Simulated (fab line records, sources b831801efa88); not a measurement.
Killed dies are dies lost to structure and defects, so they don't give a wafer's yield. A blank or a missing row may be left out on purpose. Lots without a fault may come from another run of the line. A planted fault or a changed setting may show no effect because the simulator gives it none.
Problem report in the 8D (eight disciplines) form, filled by code | flow sfq_line | the parts of the form that need people (team, actions taken, sign-off) are left out

1. THE PROBLEM
M7_NB_RS at SFQ_M7_RS_MEAS_943 reads a mean of 1.127 ohm/sq on 2 wafers of 2 lots; wafers without a fault read 0.884 ohm/sq with a standard deviation of 0.0098. That is +25 standard deviations from the usual mean.
The step: measures by four-point-probe.
First seen on wafer L847.1, day 80 00:17, on film_metro-01. The record holds 42 wafers of 14 lots with a number at this step. Rule for "out", or "out of limits": more than 4 standard deviations from the usual mean. The other wafers with a number count as sound.

2. WHAT IT IS AND WHAT IT IS NOT
question                    | is                           | is not
which readings at this step | M7_NB_RS                     | -
which lots                  | L847, L849                   | L838, L839, L840, L841, L842, L843, L844, L845, L854, L856, L858, L860
which wafers of those lots  | L847.1, L849.6               | L847.3, L847.4, L849.2, L849.5
read on which gauges        | film_metro-01, film_metro-02 | film_metro-04
when                        | from day 80 00:17            | up to then (26 sound wafers); but 14 sound wafers of L849, L854, L856, L858, L860 came after

3. SUSPECTS, AND WHAT RULES EACH OUT
Counting: a tool at a process step up to the reading stays a suspect if it ran every lot that is out. Sound lots after the first of them don't rule it out here, since some wafers of a struck lot are sound.
- the gauge at SFQ_M7_RS_MEAS_943: ruled out. The wafers that are out were read on 2 gauges (film_metro-01, film_metro-02).
- pvd_sputter-03 at SFQ_TRILAYER_M7_DEP_SPUTTER_175 (material Nb, target thk 200 nm, time 133.3 s): kept. It ran every lot that is out, first L847 (day 80 00:11); its last sound lot up to then is L844 (day 79 13:28).
Left after counting: pvd_sputter-03 at SFQ_TRILAYER_M7_DEP_SPUTTER_175.

4. THE CAUSE (what the simulator had put in)
Site profile drift: pvd_sputter-03, from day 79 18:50 on, at SFQ_TRILAYER_M7_DEP_SPUTTER_175. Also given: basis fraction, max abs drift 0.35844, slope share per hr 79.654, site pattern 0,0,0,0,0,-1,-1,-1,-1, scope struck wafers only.
Counting left only this tool.

5. THE CHAIN OF EFFECTS, in route order
Each row: a reading whose mean over the struck wafers that have a number lies more than 3 standard deviations from the usual. Only readings for which the record gives a usual standard deviation are gone through. hours: the time from each lot's start at the first step in this table that gives one to its start at this step, as a median over the lots. sigmas: the change in usual standard deviations.
hours | step                                | reading        | usual        | on struck wafers | change | sigmas
0     | SFQ_M7_RS_MEAS_943                  | M7_NB_RS       | 0.884 ohm/sq | 1.127            | +0.243 | +25
98    | SFQ_TRILAYER_M7_ETCH_METAL_ETCH_180 | oes_product_au | 0.898 a.u.   | 0.810            | -0.088 | -11
The process steps in it:
- SFQ_TRILAYER_M7_ETCH_METAL_ETCH_180: etches Nb in Cl2/Ar, stops on SiO2, target depth 240 nm, time 120 s.
Later measuring or inspecting steps at which every struck wafer that the step has a row for has a number for every such reading, and none has moved that far: SFQ_I7_OVL_MEAS_947.

6. WHAT WOULD HAVE CAUGHT IT SOONER
In this record the first reading out of limits at a measuring or inspecting step was taken at day 80 00:17, 5 hours after the fault began at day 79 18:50.
Of the tool readings at SFQ_TRILAYER_M7_DEP_SPUTTER_175 for which the record gives a usual standard deviation, none was out on any struck wafer, so an alarm limit of 4 standard deviations on them would not have fired.
Of the lots that are out (2), L849 began SFQ_TRILAYER_M7_DEP_SPUTTER_175 on pvd_sputter-03 after day 80 00:17. A hold on the tool at that time would have spared it.
